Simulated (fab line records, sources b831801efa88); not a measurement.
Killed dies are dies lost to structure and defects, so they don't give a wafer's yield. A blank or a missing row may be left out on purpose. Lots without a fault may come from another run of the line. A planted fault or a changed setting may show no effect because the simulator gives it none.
A struck lot beside a sound one | flow sky130 | 18 steps out of a route of 708
Sound: wafers L572.3, L572.5, L572.6. Struck: wafers L581.1, L581.4, L581.6. The cause comes at the end.
At each step with rows: each side's tool, then ch and its chambers, then its first start. Under that, the readings that differ: sound wafers | struck wafers | difference of the means | sigmas: that difference in standard deviations of wafers without a fault.
alike: readings whose means differ by less than 2 such deviations, and words and numbers that are the same on both sides. not compared: withheld readings, readings that some wafer has no value for, bounds like >300 that may hide the same value, and numbers for which the record gives no deviation and whose values overlap.
The two part at a step that has a row with sigmas, a row that says differs or no value, or rows on one side only. Numbers that don't overlap but have no deviation are shown without sigmas and don't part them. A reading that every wafer of one side lacks parts them only if that side has two wafers or more.

first, 3 steps without rows for these wafers: SKY_VIA2_EXPOSE_09 (exposes mask VIM2, target cd 200 nm); SKY_VIA2_PEB_10; SKY_VIA2_DEVELOP_11 (develop time 60 s).
SKY_VIA2_CD_MEAS_12: target cd 200 nm.
  sound on cd_sem-01, day 37 18:23; struck on cd_sem-02, day 39 19:29
  alike: cd_nm
SKY_VIA2_OVL_MEAS_13:
  sound on overlay-01, day 37 18:28; struck on overlay-01, day 39 19:37
  alike: VIA2_OVL
SKY_VIA2_ETCH_14: etches BARC in N2/H2, stops on SiO2, time 45.9 s, target depth 60 nm.
  sound on rie_diel-02 ch 0,3, day 37 18:29; struck on rie_diel-02 ch 1,2,3, day 39 19:38
  alike: drypump_motor_current_A, oes_product_au, throttle_valve_pct
  not compared: rf_hours_counter_h
SKY_VIA2_ETCH_15: etches SiO2 in C4F8/O2/Ar, stops on TiN, target depth 546 nm, time 84 s.
  sound on rie_diel-02 ch 0,3, day 37 18:32; struck on rie_diel-02 ch 1,2,3, day 39 19:41
  alike: oes_product_au
  not compared: rf_hours_counter_h
SKY_VIA2_STRIP_16: strips in O2/N2.
  sound on plasma_asher-04 ch 0,1, day 37 18:38; struck on plasma_asher-04 ch 0,1, day 39 19:45
  alike: drypump_motor_current_A, oes_product_au, strip_time_to_endpoint_s
  not compared: rf_hours_counter_h
then, 3 steps without rows for these wafers: SKY_VIA2_STRIP_17 (strips in post etch residue remover, time 1200 s); SKY_VIA2_CLEAN_18 (cleans in IPA, time 180 s); SKY_VIA2_CLEAN_19 (cleans in O3/DIW).
SKY_VIA2_SPUTTER_20: material TiN, target thk 20 nm, time 80 s.
  sound on pvd_sputter-02, day 37 19:12; struck on pvd_sputter-02, day 39 20:25
  alike: throttle_valve_pct
SKY_VIA2_CVD_21: deposits W, target thk 420 nm, time 126.4 s.
  sound on cvd_w-02 ch 0,1, day 37 19:18; struck on cvd_w-02 ch 0, day 39 20:28
  reading                            | sound                | struck               | difference | sigmas
  susceptor_temp_C (C)               | 400.18 400.21 399.93 | 404.72 404.62 404.73 | +4.58      | +20
  model.W_of_VIA2_CVD_21.thk_nm (nm) | 413.4 412.8 411.9    | 453.1 452 451.9      | +39.6      |
  alike: heater_power_outer_w, heater_power_w
SKY_VIA2_RS_MEAS_22: measures by four-point-probe.
  sound on film_metro-03, day 37 19:26; struck on film_metro-03, day 39 20:36
  reading            | sound                | struck               | difference | sigmas
  VIA2_W_RS (ohm/sq) | 0.2771 0.2774 0.2780 | 0.2524 0.2528 0.2532 | -0.0247    | -10
SKY_VIA2_THK_MEAS_23: measures by xrf.
  sound on film_metro-03, day 37 19:32; struck on film_metro-03, day 39 20:43
  reading         | sound       | struck      | difference | sigmas
  VIA2_W_THK (nm) | 433 430 434 | 473 472 473 | +40        | +10
SKY_VIA2_CMP_24: polishes, stops on SiO2, t overpolish 20 s, target thk 0 nm.
  sound on cmp-02 ch 0,1,2, day 37 19:43; struck on cmp-01 ch 0,2,3, day 39 21:19
  reading                | sound    | struck      | difference | sigmas
  time_to_endpoint_s (s) | 98 99 97 | 107 113 113 | +13        | +4
  alike: motor_current_A, platen_rpm, slurry_filter_dp_kPa, slurry_flow_ml_min
SKY_METAL3_SPUTTER_00: material Ti, target thk 15 nm, time 10 s.
  sound on pvd_sputter-02, day 37 19:52; struck on pvd_sputter-01, day 39 21:31
  alike: throttle_valve_pct
-- the record jumps here: 9 days lie between the struck wafers' starts before and after (it left off in module METAL3 and takes up again in module PAD_OPEN, whose first step shown is number 708 of the route) --
SKY_PAD_OPEN_PROBE_99:
  sound on prober-01, day 46 21:28; struck on prober-02, day 48 11:16
  alike: defect_limited_yield, killed_at_M0_to_M3, killed_at_M4_up, killed_at_contacts, killed_at_front_end, killed_at_other, killed_dies, killed_open, killed_short, sort_bin_3_pad_short, sort_bin_5_function, sort_bin_6_memory, sort_n_pass, sort_yield_pct

WHERE THEY PART
First at SKY_VIA2_CVD_21; last, within this record, at SKY_VIA2_CMP_24. Later steps at which nothing parts them and some readings are alike: SKY_METAL3_SPUTTER_00, SKY_PAD_OPEN_PROBE_99.

WHY: what the simulator had put in
Process parameter drift: cvd_w-02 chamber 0, from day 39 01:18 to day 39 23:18, at SKY_VIA2_CVD_21. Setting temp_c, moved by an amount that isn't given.
